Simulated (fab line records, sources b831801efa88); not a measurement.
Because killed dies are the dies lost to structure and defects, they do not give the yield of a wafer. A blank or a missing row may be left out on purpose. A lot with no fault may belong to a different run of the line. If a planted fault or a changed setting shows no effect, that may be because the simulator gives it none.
fab line records	flow sky130
record lots=24	wafers=72	last_day=50
route steps=708 shown PWDE@52 VIA1@473 METAL2@500 VIA2@528 METAL3@533
lots that met no fault: taken from a fault-free run of the same line
start_h: start of the lot's first displayed wafer, in hours after the record's first day	wait_h: time in hours since the lot's previous step	" identical to the entry in the row above	L1.1+2: a single row standing in for several wafers	- either no value or no given start	* or withheld: withheld	< > ~ a bound
route shown NAME@n: names a module that has steps shown in the file, with the first one's number in the route	usual: mean/standard deviation of fault-free wafers	same: alike in all rows	chamber/n: place in a boat	sites: per-site readings	_std_site: standard deviation across them	_edge_site: outer sites' mean less inner sites'	radius_mm: how far each site lies from the wafer's centre	mask NAME#n: copy n	behind: tool/chamber where the wafer was last shaped	hold: the reason the lot was held/the length of the hold in hours/how it ended	device: transistor that didn't switch, given as n, p or np	end of line: the same wafers' tests at the end of the route	a step given without rows: its recipe and nothing more	killed: dies lost to structure and defects at the first sort, not the wafer's yield	map: a wafer's dies, x killed, . not, _ none there
set.NAME: the run value of the setting; set.NAME@STEP: its run value at that earlier step	model.NAME: the simulator's own value behind a step, which no gauge read
route steps across a sampled set of lots; one table per step, one row per wafer
services: the hour from which a tool's chamber was out of use, counted from the record's first day as start_h (under 0 if before that day), plus the number of hours and why
## steps
# step SKY_PWDE_OVL_MEAS_07
# usual PWDE_OVL=0.0/1.4
lot.wafer	tool	chamber	start_h	wait_h	PWDE_OVL[nm]
L074.1	overlay-02	-	67.41	-	0.8
L074.3	"	-	"	"	-0.1
L074.5	"	-	"	"	1.7
L075.1	overlay-02	-	72.16	-	-1.1
L075.3	"	-	"	"	-1.8
L075.5	"	-	"	"	0.2
L076.2	overlay-02	-	79.37	-	1.2
L076.3	"	-	"	"	-0.9
L076.4	"	-	"	"	3.0
L077.1	overlay-01	-	82.83	-	-2.3
L077.3	"	-	"	"	-1.7
L077.6	"	-	"	"	0.0
L078.2	overlay-02	-	93.58	-	-0.2
L078.3	"	-	"	"	0.6
L078.4	"	-	"	"	-0.6
L079.2	overlay-02	-	105.58	-	-1.3
L079.4	"	-	"	"	1.0
L079.5	"	-	"	"	-0.6
L080.2	overlay-01	-	111.72	-	0.4
L080.3	"	-	"	"	1.4
L080.4	"	-	"	"	0.0
L081.2	overlay-01	-	111.78	-	-0.1
L081.3	"	-	"	"	-0.2
L081.6	"	-	"	"	-1.8
L082.2	overlay-02	-	121.63	-	-2.0
L082.3	"	-	"	"	-1.3
L082.4	"	-	"	"	-1.5
L083.2	overlay-01	-	128.07	-	1.5
L083.3	"	-	"	"	1.1
L083.5	"	-	"	"	0.7
L085.1	overlay-02	-	138.23	-	-2.2
L085.4	"	-	"	"	-1.0
L085.6	"	-	"	"	-0.7
L084.3	overlay-02	-	138.73	-	-1.7
L084.5	"	-	"	"	0.5
L084.6	"	-	"	"	1.2
L086.1	overlay-01	-	151.21	-	0.2
L086.2	"	-	"	"	-2.3
L086.6	"	-	"	"	-1.9
L087.2	overlay-02	-	151.57	-	1.3
L087.3	"	-	"	"	-2.0
L087.5	"	-	"	"	-0.7
L088.2	overlay-01	-	156.57	-	-0.5
L088.4	"	-	"	"	-0.4
L088.6	"	-	"	"	-0.6
L090.1	overlay-01	-	158.02	-	0.9
L090.3	"	-	"	"	-1.4
L090.5	"	-	"	"	-2.0
L089.2	overlay-01	-	158.53	-	-1.0
L089.5	"	-	"	"	0.0
L089.6	"	-	"	"	-0.7
L091.1	overlay-02	-	165.18	-	0.9
L091.3	"	-	"	"	-0.7
L091.4	"	-	"	"	0.1
L093.3	overlay-01	-	177.63	-	-0.8
L093.4	"	-	"	"	-0.9
L093.5	"	-	"	"	-0.9
L092.1	overlay-02	-	177.72	-	0.5
L092.3	"	-	"	"	4.0
L092.4	"	-	"	"	3.7
L094.1	overlay-02	-	183.23	-	0.9
L094.2	"	-	"	"	-1.3
L094.6	"	-	"	"	0.1
L095.1	overlay-02	-	184.38	-	-0.5
L095.2	"	-	"	"	1.0
L095.4	"	-	"	"	0.6
L096.1	overlay-02	-	190.58	-	1.2
L096.2	"	-	"	"	1.4
L096.3	"	-	"	"	2.5
L097.1	overlay-01	-	196.67	-	2.4
L097.2	"	-	"	"	0.5
L097.5	"	-	"	"	1.9
# step SKY_VIA1_ETCH_15
# recipe target=SiO2	chemistry=C4F8/O2/Ar	target_depth_nm=351	stop_on=TiN	mask_material=KrF-thick	source_w=1500	bias_w=1200	pressure_mtorr=40	c4f8_flow_sccm=withheld	O2_flow_sccm=6	Ar_flow_sccm=300	time_s=54
# usual oes_product_au=0.983/0.0052
lot.wafer	tool	chamber	start_h	wait_h	oes_product_au	rf_hours_counter_h
L074.1	rie_diel-03	1	781.44	0.0	0.979	11
L074.3	"	0	"	"	0.989	6
L074.5	"	0	"	"	0.991	-
L075.1	rie_diel-02	2	784.27	0.0	0.983	5
L075.3	"	1	"	"	0.985	12
L075.5	"	0	"	"	0.984	-
L076.2	rie_diel-02	3	802.42	0.0	0.989	0
L076.3	"	1	"	"	0.989	13
L076.4	"	0	"	"	0.976	8
L077.1	rie_diel-03	0	805.09	0.0	0.978	7
L077.3	"	3	"	"	0.977	8
L077.6	"	3	"	"	0.973	-
L078.2	rie_diel-02	2	816.77	0.0	0.986	6
L078.3	"	0	"	"	0.980	9
L078.4	"	1	"	"	0.981	13
L079.2	rie_diel-02	1	836.52	0.0	0.990	14
L079.4	"	0	"	"	0.981	10
L079.5	"	2	"	"	0.979	-
L080.2	rie_diel-03	2	842.87	0.0	0.993	18
L080.3	"	1	"	"	0.992	13
L080.4	"	2	"	"	0.986	-
L081.2	rie_diel-02	1	847.72	0.0	0.992	14
L081.3	"	2	"	"	0.981	7
L081.6	"	0	"	"	0.977	-
L082.2	rie_diel-02	2	860.27	0.0	0.988	8
L082.3	"	0	"	"	0.979	10
L082.4	"	1	"	"	0.987	15
L083.2	rie_diel-02	0	865.69	0.0	0.980	11
L083.3	"	2	"	"	0.987	8
L083.5	"	0	"	"	0.971	-
L085.1	rie_diel-03	0	886.30	0.0	0.984	9
L085.4	"	1	"	"	0.989	15
L085.6	"	0	"	"	0.982	-
L084.3	rie_diel-03	3	889.95	0.0	0.981	11
L084.5	"	0	"	"	0.979	-
L084.6	"	1	"	"	0.982	-
L087.2	rie_diel-03	2	900.35	0.0	0.990	20
L087.3	"	3	"	"	0.979	11
L087.5	"	0	"	"	0.981	-
L086.1	rie_diel-02	1	901.02	0.0	0.989	16
L086.2	"	0	"	"	0.978	12
L086.6	"	0	"	"	0.984	-
L088.2	rie_diel-01	0	907.45	0.0	0.989	12
L088.4	"	2	"	"	0.980	13
L088.6	"	2	"	"	0.980	-
L090.1	rie_diel-02	0	914.27	0.0	0.985	12
L090.3	"	2	"	"	0.987	9
L090.5	"	3	"	"	0.986	-
L089.2	rie_diel-01	3	914.85	0.0	0.973	15
L089.5	"	1	"	"	0.973	-
L089.6	"	2	"	"	0.985	-
L091.1	rie_diel-02	0	917.70	0.0	0.985	12
L091.3	"	3	"	"	0.985	4
L091.4	"	1	"	"	0.979	16
L093.3	rie_diel-03	1	932.82	0.0	0.987	17
L093.4	"	3	"	"	0.990	12
L093.5	"	2	"	"	0.993	-
L092.1	rie_diel-03	2	935.37	0.0	0.988	21
L092.3	"	1	"	"	0.986	17
L092.4	"	3	"	"	0.976	13
L094.1	rie_diel-02	2	941.47	0.0	0.987	10
L094.2	"	3	"	"	0.985	4
L094.6	"	2	"	"	0.979	-
L095.1	rie_diel-01	1	945.47	0.0	0.986	4
L095.2	"	3	"	"	0.975	15
L095.4	"	2	"	"	0.982	14
L096.1	rie_diel-03	1	949.40	0.0	0.988	17
L096.2	"	2	"	"	0.982	22
L096.3	"	3	"	"	0.977	13
L097.1	rie_diel-02	3	958.75	0.0	0.985	5
L097.2	"	0	"	"	0.975	13
L097.5	"	2	"	"	0.985	-
# step SKY_VIA1_CVD_21
# recipe material=W	target_thk_nm=270	time_s=80.902	temp_c=400	pressure_torr=40
# usual heater_power_w=887/71
lot.wafer	tool	chamber	start_h	wait_h	heater_power_w
L074.1	cvd_w-02	0	782.14	0.0	773
L074.3	"	1	"	"	906
L074.5	"	1	"	"	900
L075.1	cvd_w-01	0	784.97	0.0	889
L075.3	"	0	"	"	905
L075.5	"	0	"	"	935
L076.2	cvd_w-02	0	803.12	0.0	771
L076.3	"	0	"	"	787
L076.4	"	1	"	"	941
L077.1	cvd_w-02	0	805.79	0.0	779
L077.3	"	1	"	"	891
L077.6	"	0	"	"	765
L078.2	cvd_w-01	1	817.49	0.0	946
L078.3	"	1	"	"	945
L078.4	"	0	"	"	899
L079.2	cvd_w-02	1	837.26	0.0	924
L079.4	"	0	"	"	777
L079.5	"	1	"	"	911
L080.2	cvd_w-01	1	843.57	0.0	948
L080.3	"	1	"	"	939
L080.4	"	0	"	"	895
L081.2	cvd_w-01	1	848.43	0.0	946
L081.3	"	1	"	"	936
L081.6	"	1	"	"	946
L082.2	cvd_w-02	0	860.97	0.0	783
L082.3	"	0	"	"	783
L082.4	"	1	"	"	891
L083.2	cvd_w-02	1	866.39	0.0	913
L083.3	"	0	"	"	769
L083.5	"	1	"	"	918
L085.1	cvd_w-01	0	886.99	0.0	930
L085.4	"	0	"	"	876
L085.6	"	1	"	"	946
L084.3	cvd_w-01	1	890.68	0.1	922
L084.5	"	1	"	"	946
L084.6	"	0	"	"	891
L087.2	cvd_w-01	0	901.04	0.0	931
L087.3	"	1	"	"	918
L087.5	"	0	"	"	887
L086.1	cvd_w-02	1	901.72	0.0	914
L086.2	"	0	"	"	783
L086.6	"	0	"	"	787
L088.2	cvd_w-01	0	908.18	0.0	905
L088.4	"	0	"	"	891
L088.6	"	0	"	"	927
L090.1	cvd_w-01	1	915.01	0.0	923
L090.3	"	1	"	"	944
L090.5	"	0	"	"	922
L089.2	cvd_w-01	1	915.58	0.0	936
L089.5	"	0	"	"	912
L089.6	"	1	"	"	918
L091.1	cvd_w-02	0	918.41	0.0	691
L091.3	"	1	"	"	860
L091.4	"	0	"	"	703
L093.3	cvd_w-01	1	933.59	0.1	943
L093.4	"	0	"	"	891
L093.5	"	0	"	"	903
L092.1	cvd_w-01	0	936.47	0.0	895
L092.3	"	1	"	"	903
L092.4	"	0	"	"	908
L094.1	cvd_w-01	1	942.51	0.0	946
L094.2	"	0	"	"	913
L094.6	"	1	"	"	924
L095.1	cvd_w-01	0	946.21	0.0	890
L095.2	"	1	"	"	938
L095.4	"	0	"	"	918
L096.1	cvd_w-01	1	950.10	0.0	962
L096.2	"	0	"	"	915
L096.3	"	1	"	"	941
L097.1	cvd_w-02	0	959.45	0.0	709
L097.2	"	0	"	"	718
L097.5	"	0	"	"	705
# step SKY_METAL2_DESCUM_17
# recipe chemistry=O2	source_power_w=150	bias_power_w=0	pressure_mtorr=10	temp_c=40	time_s=8
# usual drypump_motor_current_A=5.9/0.44	he_backside_leak_sccm=3.34/0.2	oes_product_au=1.001/0.012
lot.wafer	tool	chamber	start_h	wait_h	drypump_motor_current_A	he_backside_leak_sccm	oes_product_au	rf_hours_counter_h
L074.1	rie_metal-04	0	809.35	0.0	6.4	3.42	0.998	13
L074.3	"	1	"	"	4.9	2.97	1.008	-
L074.5	"	0	"	"	6.3	3.45	0.992	-
L075.1	rie_metal-02	1	812.77	0.0	6.0	3.31	1.016	6
L075.3	"	0	"	"	5.9	3.31	1.005	-
L075.5	"	0	"	"	5.9	3.30	0.994	-
L076.2	rie_metal-04	0	830.72	0.0	6.4	3.16	0.993	14
L076.3	"	1	"	"	4.9	3.13	1.009	-
L076.4	"	0	"	"	6.4	3.44	1.005	-
L077.1	rie_metal-02	1	833.12	0.0	5.9	3.34	1.014	7
L077.3	"	1	"	"	5.9	3.36	1.013	-
L077.6	"	0	"	"	5.9	3.27	0.981	-
L078.2	rie_metal-04	1	844.42	0.0	4.9	3.15	1.020	4
L078.3	"	0	"	"	6.4	3.37	0.998	-
L078.4	"	1	"	"	4.9	3.27	1.002	-
L079.2	rie_metal-02	1	863.98	0.0	5.9	3.58	1.012	-
L079.4	"	1	"	"	5.9	3.26	1.008	-
L079.5	"	1	"	"	6.0	3.31	1.008	-
L080.2	rie_metal-01	1	870.95	0.0	6.2	3.61	0.987	12
L080.3	"	1	"	"	6.2	3.44	0.985	-
L080.4	"	0	"	"	6.3	3.24	1.010	-
L081.2	rie_metal-02	1	875.26	0.0	6.0	3.10	0.995	-
L081.3	"	1	"	"	5.9	3.24	1.009	-
L081.6	"	1	"	"	6.0	3.27	1.007	-
L082.2	rie_metal-02	0	888.65	0.0	5.8	3.29	0.987	0
L082.3	"	1	"	"	6.0	3.28	1.008	-
L082.4	"	0	"	"	5.9	3.29	0.984	-
L083.2	rie_metal-02	1	893.25	0.0	6.0	3.31	1.003	12
L083.3	"	0	"	"	5.9	3.26	0.988	-
L083.5	"	0	"	"	5.8	3.20	0.994	-
L085.1	rie_metal-01	0	913.52	0.0	6.3	3.47	1.001	3
L085.4	"	0	"	"	6.3	3.41	1.013	-
L085.6	"	0	"	"	6.3	3.41	1.009	-
L084.3	rie_metal-04	0	917.48	0.0	6.4	3.39	0.998	-
L084.5	"	0	"	"	6.4	3.40	1.002	-
L084.6	"	1	"	"	4.9	3.00	1.023	-
L087.2	rie_metal-02	0	927.07	0.0	5.9	3.23	0.987	2
L087.3	"	0	"	"	5.9	3.13	0.976	-
L087.5	"	0	"	"	5.9	3.19	0.974	-
L086.1	rie_metal-04	0	928.07	0.0	6.4	3.42	0.997	19
L086.2	"	1	"	"	4.9	3.27	1.016	7
L086.6	"	1	"	"	4.9	3.03	1.006	-
L088.2	rie_metal-01	0	933.87	0.0	6.2	3.64	1.008	4
L088.4	"	0	"	"	6.2	3.61	1.008	-
L088.6	"	1	"	"	6.3	3.62	0.981	-
L090.1	rie_metal-02	1	941.12	0.0	6.0	3.25	1.004	14
L090.3	"	1	"	"	6.0	3.06	1.007	-
L090.5	"	1	"	"	6.0	3.32	0.997	-
L089.2	rie_metal-01	0	941.47	0.0	6.3	3.51	1.011	4
L089.5	"	0	"	"	6.3	3.43	1.018	-
L089.6	"	1	"	"	6.3	3.65	0.989	-
L091.1	rie_metal-02	1	944.57	0.0	6.0	3.41	1.006	14
L091.3	"	0	"	"	5.9	3.28	0.995	-
L091.4	"	1	"	"	6.0	3.39	1.008	-
L093.3	rie_metal-04	0	958.58	0.0	6.5	3.23	0.999	-
L093.4	"	1	"	"	4.9	2.90	1.011	-
L093.5	"	1	"	"	4.9	3.11	1.021	-
L092.1	rie_metal-02	1	961.62	0.0	6.0	3.40	1.015	15
L092.3	"	1	"	"	6.0	3.49	1.006	-
L092.4	"	0	"	"	5.9	3.20	0.986	-
L094.1	rie_metal-01	0	966.95	0.0	6.3	3.43	1.004	6
L094.2	"	1	"	"	6.3	3.76	0.996	16
L094.6	"	1	"	"	6.2	4.00	0.989	-
L095.1	rie_metal-02	1	971.36	0.0	5.9	3.26	1.000	16
L095.2	"	0	"	"	5.9	3.28	0.988	5
L095.4	"	1	"	"	5.9	3.16	1.007	-
L096.1	rie_metal-02	1	974.88	0.0	6.0	3.41	1.004	16
L096.2	"	0	"	"	5.8	3.29	1.003	5
L096.3	"	0	"	"	5.8	3.32	0.990	-
L097.1	rie_metal-01	0	983.37	0.0	6.3	3.43	1.017	7
L097.2	"	1	"	"	6.3	3.87	0.993	17
L097.5	"	1	"	"	6.3	3.76	0.992	-
# step SKY_VIA2_CVD_21
# recipe material=W	target_thk_nm=420	time_s=126.4	temp_c=400	pressure_torr=40
# usual heater_power_w=862/89
lot.wafer	tool	chamber	start_h	wait_h	heater_power_w
L074.1	cvd_w-02	1	838.05	0.0	895
L074.3	"	0	"	"	782
L074.5	"	1	"	"	915
L075.1	cvd_w-02	1	841.52	0.0	894
L075.3	"	0	"	"	769
L075.5	"	1	"	"	901
L076.2	cvd_w-02	0	858.91	0.0	770
L076.3	"	0	"	"	779
L076.4	"	1	"	"	893
L077.1	cvd_w-01	1	861.10	0.0	952
L077.3	"	0	"	"	899
L077.6	"	0	"	"	880
L078.2	cvd_w-01	0	872.79	0.0	898
L078.3	"	1	"	"	934
L078.4	"	0	"	"	899
L079.2	cvd_w-02	1	892.67	0.0	908
L079.4	"	1	"	"	905
L079.5	"	0	"	"	789
L080.2	cvd_w-01	1	899.41	0.0	952
L080.3	"	1	"	"	958
L080.4	"	0	"	"	906
L081.2	cvd_w-01	1	903.68	0.0	953
L081.3	"	0	"	"	907
L081.6	"	1	"	"	912
L082.2	cvd_w-01	0	917.06	0.0	886
L082.3	"	0	"	"	909
L082.4	"	1	"	"	951
L083.2	cvd_w-02	1	921.17	0.0	870
L083.3	"	0	"	"	699
L083.5	"	0	"	"	712
L085.1	cvd_w-01	1	940.49	0.0	949
L085.4	"	1	"	"	953
L085.6	"	0	"	"	906
L084.3	cvd_w-02	0	944.71	0.1	718
L084.5	"	0	"	"	705
L084.6	"	1	"	"	858
L087.2	cvd_w-01	1	953.21	0.0	930
L087.3	"	0	"	"	909
L087.5	"	1	"	"	924
L086.1	cvd_w-02	0	954.64	0.0	720
L086.2	"	0	"	"	709
L086.6	"	0	"	"	708
L088.2	cvd_w-02	0	961.12	0.1	710
L088.4	"	0	"	"	706
L088.6	"	0	"	"	720
L090.1	cvd_w-02	0	967.01	0.0	718
L090.3	"	0	"	"	701
L090.5	"	0	"	"	713
L089.2	cvd_w-01	0	967.36	0.0	910
L089.5	"	1	"	"	918
L089.6	"	0	"	"	891
L091.1	cvd_w-01	0	970.43	0.0	882
L091.3	"	1	"	"	943
L091.4	"	0	"	"	920
L093.3	cvd_w-02	1	983.82	0.1	874
L093.4	"	0	"	"	711
L093.5	"	1	"	"	872
L092.1	cvd_w-01	0	987.52	0.0	911
L092.3	"	0	"	"	936
L092.4	"	1	"	"	980
L094.1	cvd_w-02	1	993.13	0.0	879
L094.2	"	0	"	"	713
L094.6	"	0	"	"	725
L095.1	cvd_w-01	0	996.49	0.0	901
L095.2	"	1	"	"	956
L095.4	"	1	"	"	933
L096.1	cvd_w-01	1	1000.10	0.0	960
L096.2	"	0	"	"	891
L096.3	"	0	"	"	912
L097.1	cvd_w-01	0	1008.24	0.0	914
L097.2	"	1	"	"	950
L097.5	"	1	"	"	970
# step SKY_METAL3_SPUTTER_01
# recipe material=TiN	target_thk_nm=20	power_w=6500	time_s=16.7	chamber_pressure_pa=0.3909
# usual throttle_valve_pct=29.4/0.96
lot.wafer	tool	chamber	start_h	wait_h	throttle_valve_pct
L074.1	pvd_sputter-04	-	838.68	0.0	29.9
L074.3	"	-	"	"	29.6
L074.5	"	-	"	"	27.9
L075.1	pvd_sputter-01	-	842.15	0.0	28.4
L075.3	"	-	"	"	30.5
L075.5	"	-	"	"	29.4
L076.2	pvd_sputter-01	-	859.58	0.0	31.1
L076.3	"	-	"	"	28.1
L076.4	"	-	"	"	30.5
L077.1	pvd_sputter-01	-	861.86	0.0	30.8
L077.3	"	-	"	"	29.3
L077.6	"	-	"	"	29.6
L078.2	pvd_sputter-01	-	873.42	0.0	30.7
L078.3	"	-	"	"	29.5
L078.4	"	-	"	"	30.4
L079.2	pvd_sputter-01	-	893.30	0.0	30.7
L079.4	"	-	"	"	28.6
L079.5	"	-	"	"	30.3
L080.2	pvd_sputter-03	-	900.06	0.0	28.2
L080.3	"	-	"	"	28.5
L080.4	"	-	"	"	29.8
L081.2	pvd_sputter-04	-	904.31	0.0	28.0
L081.3	"	-	"	"	29.8
L081.6	"	-	"	"	29.7
L082.2	pvd_sputter-01	-	917.69	0.0	30.3
L082.3	"	-	"	"	29.3
L082.4	"	-	"	"	30.8
L083.2	pvd_sputter-01	-	921.80	0.0	30.7
L083.3	"	-	"	"	29.6
L083.5	"	-	"	"	29.5
L085.1	pvd_sputter-01	-	941.12	0.0	29.6
L085.4	"	-	"	"	28.6
L085.6	"	-	"	"	30.7
L084.3	pvd_sputter-03	-	945.56	0.0	28.2
L084.5	"	-	"	"	28.0
L084.6	"	-	"	"	29.8
L087.2	pvd_sputter-01	-	953.84	0.0	30.6
L087.3	"	-	"	"	30.5
L087.5	"	-	"	"	29.6
L086.1	pvd_sputter-01	-	955.40	0.0	30.6
L086.2	"	-	"	"	30.6
L086.6	"	-	"	"	29.8
L088.2	pvd_sputter-01	-	961.84	0.0	28.6
L088.4	"	-	"	"	30.3
L088.6	"	-	"	"	30.7
L090.1	pvd_sputter-01	-	967.77	0.0	30.2
L090.3	"	-	"	"	29.5
L090.5	"	-	"	"	29.5
L089.2	pvd_sputter-03	-	967.99	0.0	28.5
L089.5	"	-	"	"	28.2
L089.6	"	-	"	"	30.2
L091.1	pvd_sputter-04	-	971.06	0.0	29.7
L091.3	"	-	"	"	27.7
L091.4	"	-	"	"	29.7
L093.3	pvd_sputter-03	-	984.41	0.0	29.9
L093.4	"	-	"	"	28.3
L093.5	"	-	"	"	28.3
L092.1	pvd_sputter-01	-	988.15	0.0	30.7
L092.3	"	-	"	"	30.6
L092.4	"	-	"	"	29.5
L094.1	pvd_sputter-03	-	993.76	0.0	29.8
L094.2	"	-	"	"	28.1
L094.6	"	-	"	"	28.3
L095.1	pvd_sputter-03	-	997.12	0.0	28.3
L095.2	"	-	"	"	30.0
L095.4	"	-	"	"	28.0
L096.1	pvd_sputter-04	-	1000.73	0.0	27.9
L096.2	"	-	"	"	29.8
L096.3	"	-	"	"	29.9
L097.1	pvd_sputter-04	-	1008.87	0.0	29.4
L097.2	"	-	"	"	27.9
L097.5	"	-	"	"	30.3
## services
tool	chamber	start_h	hours	kind
pvd_sputter-03	-	772.55	4.1	repair
rie_metal-01	-	786.32	1.4	pm
cvd_w-01	1	790.82	11.9	repair
pvd_sputter-01	-	812.20	1.1	repair
rie_metal-01	1	821.79	3.8	repair
pvd_sputter-01	-	831.40	0.6	repair
cvd_w-01	-	834.79	2.8	pm
rie_metal-01	-	835.37	2.6	repair
rie_diel-03	0	841.52	8.3	repair
rie_diel-03	0	853.35	13.6	repair
pvd_sputter-03	-	859.20	7.4	repair
pvd_sputter-04	-	886.45	0.7	repair
cvd_w-02	-	904.00	14.0	pm
pvd_sputter-01	-	924.06	0.8	repair
rie_diel-03	1	929.94	2.6	repair
pvd_sputter-03	-	931.83	0.7	repair
rie_diel-03	2	938.16	6.9	repair
pvd_sputter-04	-	942.47	0.9	repair
cvd_w-02	1	947.51	24.7	repair
cvd_w-01	-	951.20	0.2	repair
pvd_sputter-04	-	962.60	4.6	repair
pvd_sputter-03	-	965.03	1.2	repair
cvd_w-02	1	974.59	5.8	repair
rie_metal-04	1	980.65	22.0	repair
## key
fault none
